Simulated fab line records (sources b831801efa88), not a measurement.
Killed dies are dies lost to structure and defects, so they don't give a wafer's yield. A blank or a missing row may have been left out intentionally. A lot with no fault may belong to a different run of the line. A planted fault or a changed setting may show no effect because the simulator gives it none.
Which tool was responsible?	flow gf180mcu	Sampling: 14 lots, 42 wafers, 5 of 602 route steps

WHAT THE GAUGES READ, wafer by wafer
GF_DUAL_GATE_THK_MEAS_03. Usual: DUAL_GATE_OXIDATION_00_THK typically reads 10.75 nm, with standard deviation 0.25.
lot	measured	on	DUAL_GATE_OXIDATION_00_THK (nm)	flag
L398	day 7 06:26	film-metro-03	10.78 10.90 10.69	
L399	day 8 06:03	film-metro-02	11.12 11.04 11.05	
L400	day 8 17:14	film-metro-03	10.86 10.73 10.77	
L401	day 8 18:50	film-metro-02	11.12 11.02 11.00	
L402	day 9 06:31	film-metro-03	11.12 10.88 10.85	
L403	day 9 15:53	film-metro-03	10.68 10.90 10.76	
L404	day 9 18:41	film-metro-03	10.63 10.55 10.60	
L405	day 9 20:09	film-metro-04	10.67 10.69 10.94	
L406	day 10 04:17	film-metro-04	10.58 10.61 10.50	
L407	day 10 05:43	film-metro-03	10.92 10.99 10.89	
L408	day 10 21:05	film-metro-02	10.14 10.27 10.44	
L409	day 11 00:58	film-metro-03	10.36 10.33 10.45	
L415	day 12 12:05	film-metro-02	10.55 10.53 10.39	
L416	day 13 00:19	film-metro-02	10.39 10.30 10.15	

GF_POLY_GATE_OVL_MEAS_11. Usual: POLY_GATE_OVL typically reads 0 nm, with standard deviation 4.6.
lot	measured	on	POLY_GATE_OVL (nm)	flag
L398	day 8 18:45	overlay-02	4 1 1	
L399	day 9 20:21	overlay-02	2 7 6	
L400	day 10 08:33	overlay-01	3 -4 -3	
L401	day 10 09:17	overlay-02	3 0 -3	
L402	day 10 20:50	overlay-01	-4 -11 -6	
L403	day 11 08:30	overlay-02	11 1 3	
L404	day 11 11:37	overlay-01	-5 -2 -9	
L405	day 11 11:16	overlay-02	12 5 5	
L406	day 11 20:46	overlay-02	2 -2 -1	
L407	day 11 21:06	overlay-01	-2 -5 0	
L408	day 12 13:43	overlay-01	-5 -6 -3	
L409	day 12 16:46	overlay-02	-3 -7 -3	
L415	day 14 07:48	overlay-02	-8 -6 -6	
L416	day 14 20:34	overlay-01	4 -1 4	

GF_HV_LDD_OVL_MEAS_20. Usual: HV_LDD_01_OVL typically reads 0.0 nm, with standard deviation 1.6.
lot	measured	on	HV_LDD_01_OVL (nm)	flag
L398	day 10 09:10	overlay-02	2.5 1.9 1.2	
L399	day 11 09:10	overlay-01	2.7 2.6 3.2	
L400	day 11 23:24	overlay-02	0.3 0.6 0.4	
L401	day 12 01:21	overlay-01	0.8 2.1 1.0	
L402	day 12 13:09	overlay-02	1.6 2.0 2.4	
L403	day 12 23:47	overlay-01	0.3 -0.8 -1.8	
L404	day 13 03:27	overlay-02	1.8 0.4 1.9	
L405	day 13 02:28	overlay-01	-1.7 0.2 -0.3	
L406	day 13 14:49	overlay-01	0.4 -0.8 -0.7	
L407	day 13 16:04	overlay-02	0.9 -0.1 -0.4	
L408	day 14 08:46	overlay-01	-2.4 -2.3 -1.7	
L409	day 14 17:43	overlay-01	-1.3 -1.2 -0.8	
L415	day 16 04:20	overlay-02	1.1 1.5 1.2	
L416	day 16 18:01	overlay-02	0.0 -0.6 -0.5	

GF_HV_LDD_TW_MEAS_23. Usual: HV_LDD_2_TW typically reads 1060, with standard deviation 14.
lot	measured	on	HV_LDD_2_TW	flag
L398	day 10 09:26	film-metro-04	1059 1060 1063	
L399	day 11 09:27	film-metro-01	1043 1033 1042	
L400	day 11 23:41	film-metro-03	1072 1068 1068	
L401	day 12 01:38	film-metro-04	1063 1063 1059	
L402	day 12 13:26	film-metro-03	1074 1074 1075	
L403	day 13 00:05	film-metro-04	1056 1050 1047	
L404	day 13 03:44	film-metro-04	1056 1046 1051	
L405	day 13 02:46	film-metro-01	1038 1038 1043	
L406	day 13 15:06	film-metro-03	1065 1062 1071	
L407	day 13 16:20	film-metro-03	1071 1072 1076	
L408	day 14 09:03	film-metro-03	1069 1077 1071	
L409	day 14 17:59	film-metro-04	1060 1054 1062	
L415	day 16 04:38	film-metro-01	1113 1108 1113	OFF
L416	day 16 18:19	film-metro-01	1109 1108 1115	OFF

EACH LOT AND THE TOOL THAT RAN IT (in order: tool; ch and the chambers of the sampled wafers; start)
lot	GF_HV_LDD_IMPLANT_21
L398	implanter-01 ch 0, day 10 09:11
L399	implanter-04 ch 0, day 11 09:13
L400	implanter-01 ch 0, day 11 23:26
L401	implanter-01 ch 0, day 12 01:23
L402	implanter-04 ch 0, day 12 13:11
L403	implanter-04 ch 0, day 12 23:50
L404	implanter-04 ch 0, day 13 03:29
L405	implanter-01 ch 0, day 13 02:32
L406	implanter-01 ch 0, day 13 14:53
L407	implanter-02 ch 0, day 13 16:05
L408	implanter-02 ch 0, day 14 08:50
L409	implanter-01 ch 0, day 14 17:44
L415	implanter-01 ch 0, day 16 04:23
L416	implanter-01 ch 0, day 16 18:06
- GF_HV_LDD_IMPLANT_21

AS READ BY THE TOOLS THEMSELVES (means over the sampled wafers that have a number; for cases with no such wafer, the mark the record gives instead)
GF_HV_LDD_IMPLANT_21. Usual: beam-energy-keV reads 25.001 (standard deviation 0.0066).
lot	tool	beam-energy-keV	flag
L398	implanter-01	25.000	
L399	implanter-04	24.999	
L400	implanter-01	25.003	
L401	implanter-01	25.005	
L402	implanter-04	24.998	
L403	implanter-04	25.004	
L404	implanter-04	25.004	
L405	implanter-01	25.002	
L406	implanter-01	25.004	
L407	implanter-02	25.003	
L408	implanter-02	25.001	
L409	implanter-01	25.005	
L415	implanter-01	32.396	OFF
L416	implanter-01	32.391	OFF

THE ANSWER, worked out from the rows above alone
Rule: a lot is off if the mean of its wafers that have a number lies more than 3 standard deviations from the usual mean. Also off: a lot with no number at a reading for which 4 or more lots have one. All remaining lots with rows at the step are treated as sound. First the gauges in route order, then the tools' own readings, where a lot's mean is used as printed above. The first step at which some lot is off is used, and at that step the reading that is off furthest; a lot without a number counts as furthest.
Off: L415, L416, seen at GF_HV_LDD_TW_MEAS_23 (HV_LDD_2_TW).
A tool fits if, at a process step before that reading, it ran every lot that is off, and no sound lot after the first of them. The gauges at GF_HV_LDD_TW_MEAS_23 aren't tried: what is off there is off at GF_HV_LDD_IMPLANT_21 too, on other tools, and a gauge's error can't cause that. One fits: implanter-01 at GF_HV_LDD_IMPLANT_21. Its last sound lot is L409 (day 14 17:44), its first lot that is off L415 (day 16 04:23): a fault that began between those two fits.
The tool's own readings at GF_HV_LDD_IMPLANT_21 bear it out: on the lots that are off they differ by more than 5 times the standard deviation of the sound lots' means. beam-energy-keV reads 32.394 there against 25.002 on the sound lots.

WHAT THE SIMULATOR HAD PUT IN
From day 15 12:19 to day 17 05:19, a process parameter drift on implanter-01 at GF_HV_LDD_IMPLANT_21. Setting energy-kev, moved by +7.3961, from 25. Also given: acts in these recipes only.
Shown lots that were struck: L415, L416. The rule given above showed the same thing.
